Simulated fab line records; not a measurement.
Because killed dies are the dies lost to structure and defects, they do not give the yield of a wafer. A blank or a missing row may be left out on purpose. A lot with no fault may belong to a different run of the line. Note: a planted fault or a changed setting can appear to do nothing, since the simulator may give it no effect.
Which tool is to blame?	flow gf180mcu	18 wafers from 6 lots sampled at 2 of the route's 602 steps

WHAT THE GAUGES SHOWED, per wafer
GF_SALICIDE_RS_MEAS_04: measurement is done with a four-point probe.
lot	measured	on	SALICIDE_TIN_RS (ohm/sq)
L853	day 15 06:37	film-metro-01	16.10 15.99 15.97
L855	day 16 06:05	film-metro-01	16.15 15.95 16.12
L863	day 19 05:25	film-metro-04	16.32 16.27 16.48
L868	day 20 23:19	film-metro-04	16.61 16.73 16.62
L870	day 21 13:16	film-metro-01	16.23 15.90 16.19
L872	day 22 06:29	film-metro-02	16.64 16.59 16.24

EACH LOT AND THE TOOL THAT RAN IT (in order: tool; ch and the chambers of the sampled wafers; start)
lot	GF_SALICIDE_SPUTTER_02
L853	pvd-sputter-04, day 15 06:34
L855	pvd-sputter-02, day 16 06:00
L863	pvd-sputter-01, day 19 05:20
L868	pvd-sputter-01, day 20 23:15
L870	pvd-sputter-01, day 21 13:11
L872	pvd-sputter-02, day 22 06:23
- GF_SALICIDE_SPUTTER_02: material Co, target thk 10 nm, time 20 s.

THE ANSWER, worked out from the rows above alone
Rule: what is usual is taken from the lots themselves. Put in order of their means at a reading, lots are off if they are a third of the lots or fewer, leave a main group of 4 or more, and stand apart from it by a gap of 3 or more times the standard deviation of the main group's means; of several such gaps the widest counts. A main group whose means are all the same, to the digits that the tables above print for the reading, isn't used. Also off: a lot with no number at a reading for which 4 or more lots have one. The other lots that the step has rows for count as sound.
Nothing can be told from this: no lot is off at any reading shown.

WHAT THE SIMULATOR PUT IN
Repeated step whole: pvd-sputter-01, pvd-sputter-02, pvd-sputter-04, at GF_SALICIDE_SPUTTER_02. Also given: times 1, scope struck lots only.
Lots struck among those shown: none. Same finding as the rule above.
